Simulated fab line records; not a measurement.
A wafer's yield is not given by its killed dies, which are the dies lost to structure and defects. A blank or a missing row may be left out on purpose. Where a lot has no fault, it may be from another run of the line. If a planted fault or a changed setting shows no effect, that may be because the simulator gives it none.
A struck lot beside a sound one    flow sky130    38 steps out of a route of 708
Sound: these wafers, L350.3, L350.5, L350.6. Wafers L344.2, L344.5, L344.6 were the ones struck. The cause comes at the end.
At each step with rows: each side's tool, then ch and its chambers, then its first start. Under that, the readings that differ: sound wafers    struck wafers    difference of the means    sigmas: that difference in standard deviations of wafers without a fault.
alike: words and numbers the same on both sides, and readings whose means are apart by under 2 such deviations; not compared: readings that were withheld, readings missing a value for some wafer, numbers with overlapping values and no deviation given by the record, and bounds like >300 which may hide the same value.
A row with sigmas, a row that says differs or no value, or rows on one side alone: a step with any of these is where the two part. Numbers that don't overlap but have no deviation are shown without sigmas and don't part them. A reading that every wafer of one side lacks parts them only if that side has two wafers or more.

first, 10 steps without rows for these wafers: SKY_VIA4_STRIP_14 (strips in post etch residue remover, time 1200 s); SKY_VIA4_CLEAN_15 (cleans in IPA, time 180 s); SKY_VIA4_CLEAN_16 (cleans in O3/DIW); SKY_VIA4_SPUTTER_17 (material TiN, target thk 20 nm, time 80 s); SKY_VIA4_CVD_18 (deposits W, target thk 505 nm, time 152.14 s); SKY_VIA4_CMP_21 (polishes, stops on SiO2, t overpolish 25 s, target thk 0 nm); SKY_METAL5_SPUTTER_00 (material Ti, target thk 15 nm, time 10 s); SKY_METAL5_SPUTTER_01 (material TiN, target thk 20 nm, time 16.7 s); SKY_METAL5_SPUTTER_02 (material AlCu, target thk 1150 nm, time 61.2 s); SKY_METAL5_SPUTTER_03 (material Ti, target thk 5 nm, time 3.3 s).
SKY_METAL5_SPUTTER_04: material TiN, target thk 70 nm, time 58.3 s.
  sound on pvdSputter-03, day 46 11:30; struck on pvdSputter-02, day 45 01:11
reading                                    sound             struck             difference  sigmas
model.TiN_of_METAL5_SPUTTER_04.thkNm (nm)  70.41 70.5 69.56  58.27 58.58 58.75  -11.62      
  alike: throttleValvePct
then, 10 steps without rows for these wafers: SKY_METAL5_DEHYDRATE_07 (time 60 s); SKY_METAL5_HMDS_08 (prime time 60 s); SKY_METAL5_COAT_09 (resist thk 1800 nm); SKY_METAL5_SOFTBAKE_10 (time 60 s); SKY_METAL5_EXPOSE_11 (exposes mask MM5, target cd 1600 nm); SKY_METAL5_PEB_12; SKY_METAL5_DEVELOP_13 (develop time 60 s); SKY_METAL5_DESCUM_14 (chemistry O2, time 11 s); SKY_METAL5_METAL_ETCH_15 (etches the open film in Cl2/BCl3, stops on SiO2, target depth 1260 nm, time 252 s); SKY_METAL5_STRIP_16 (strips in O2/N2).
SKY_METAL5_STRIP_17: strips in post etch residue remover, time 1200 s.
  sound on wetBench-02 ch 3, day 47 08:39; struck on wetBench-04 ch 3, day 45 22:12
reading                                    sound           struck             difference  sigmas
model.TiN_of_METAL5_SPUTTER_04.thkNm (nm)  70 70.09 69.15  57.85 58.15 58.32  -11.64      
  alike: bathHeatDutyPct
then, 11 steps without rows for these wafers: SKY_METAL5_CLEAN_18 (cleans in IPA, time 180 s); SKY_METAL5_CLEAN_19 (cleans in O3/DIW); SKY_PASSIVATION_CVD_00 (deposits SiO2, target thk 90 nm); SKY_PASSIVATION_CVD_02 (deposits Si3N4, target thk 540 nm); SKY_PASSIVATION_DEHYDRATE_04 (time 60 s); SKY_PASSIVATION_HMDS_05 (prime time 60 s); SKY_PASSIVATION_COAT_06 (resist thk 3000 nm); SKY_PASSIVATION_SOFTBAKE_07; SKY_PASSIVATION_EXPOSE_08 (exposes mask NSM, target cd 3000 nm); SKY_PASSIVATION_PEB_09; SKY_PASSIVATION_DEVELOP_10 (develop time 60 s).
SKY_PASSIVATION_ETCH_11: etches the open film in CF4/O2, stops on AlCu, target depth 725 nm, time 161.1 s.
  sound on rieDiel-02 ch 0,1, day 48 04:53; struck on rieDiel-04 ch 1,2,3, day 46 19:47
reading                                sound              struck           difference  sigmas
model.PASSIVATION.featureDepthNm (nm)  699.9 699.5 710.3  677 696.5 683.7  -18         
  alike: drypumpMotorCurrentA, oesProductAu, throttleValvePct
  not compared: rfHoursCounterH
then, 2 steps without rows for these wafers: SKY_PASSIVATION_STRIP_12 (strips in O2/N2); SKY_PAD_OPEN_DEHYDRATE_00 (time 60 s).
SKY_PAD_OPEN_ETCH_07: etches the open film in CF4/O2, stops on AlCu, target depth 725 nm, time 161.1 s.
  sound on rieDiel-02 ch 0,1,3, day 48 23:26; struck on rieDiel-01 ch 0,1,3, day 47 15:35
reading                             sound              struck           difference  sigmas
model.PAD_OPEN.featureDepthNm (nm)  699.9 699.5 707.3  677 696.5 683.7  -16         
  alike: drypumpMotorCurrentA, oesProductAu, throttleValvePct
  not compared: rfHoursCounterH
SKY_PAD_OPEN_PROBE_99:
  sound on prober-02, day 49 02:07; struck on prober-02, day 47 17:57
  alike: defectLimitedYield, killed_at_M0_to_M3, killed_at_M4_up, killedAtContacts, killedAtFrontEnd, killedAtOther, killedDies, killedOpen, killedShort, sort_bin_3_pad_short, sort_bin_5_function, sort_bin_6_memory, sortNPass, sortYieldPct

WHERE THEY PART
Nowhere in this record.

WHY: what the simulator had put in
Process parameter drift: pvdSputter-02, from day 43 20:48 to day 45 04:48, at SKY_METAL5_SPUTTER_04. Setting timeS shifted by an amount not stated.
